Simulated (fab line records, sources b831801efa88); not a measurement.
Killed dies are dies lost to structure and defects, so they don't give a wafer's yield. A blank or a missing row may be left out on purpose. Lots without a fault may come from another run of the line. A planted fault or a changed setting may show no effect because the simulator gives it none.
Chamber matching | flow gf180mcu | GF_V3_CMP_04 on cmp-01: 4 sister chambers
The step polishes SiO2. 8 wafers are shown with their chamber, then 7 later ones without.

WAFERS WITH THEIR CHAMBER
wafer  | chamber | motor_current_A (A) | time_to_endpoint_s (s)
L100.6 | 2       | 10.8                | 93
L104.5 | 0       | 12.6                | 82
L104.6 | 1       | 11.4                | 84
L106.5 | 1       | 11.5                | 85
L116.4 | 2       | 11.0                | 77
L116.6 | 3       | 11.7                | 77
L118.1 | 0       | 12.2                | 75
L118.3 | 3       | 11.7                | 78

WAFERS WITHOUT THEIR CHAMBER
wafer  | motor_current_A (A) | time_to_endpoint_s (s)
L118.5 | 11.4                | 82
L120.1 | 12.1                | 75
L120.5 | 11.3                | 83
L120.6 | 12.5                | 80
L121.2 | 11.0                | 74
L121.3 | 11.8                | 80
L121.6 | 10.4                | 80

WHICH CHAMBER EACH WENT THROUGH
wafer  | from the rows above          | in truth
L118.5 | can't be placed: 1 or 3      | 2
L120.1 | can't be placed: 0 or 3      | 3
L120.5 | can't be placed: 1 or 2 or 3 | 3
L120.6 | 0                            | 0
L121.2 | can't be placed: 2 or 1      | 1
L121.3 | can't be placed: 3 or 1      | 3
L121.6 | 2                            | 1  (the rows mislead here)
Placed correctly: 1 of 7. Can't be placed from these rows: 5 (the true chamber is among the candidates in 4). Placed wrongly: 1.
How it was worked out, from the rows above alone: a wafer's distance from a chamber is the root of the sum, over the readings, of the square of ((its reading less the chamber's mean) divided by the reading's scatter). The wafer belongs to the nearest chamber; if the next one is less than 2 further off, it can't be placed. A chamber's mean is the mean of its shown wafers. The scatter: the root of (the sum of the squares of (reading less its chamber's mean) over the shown wafers, divided by (wafers less chambers)).
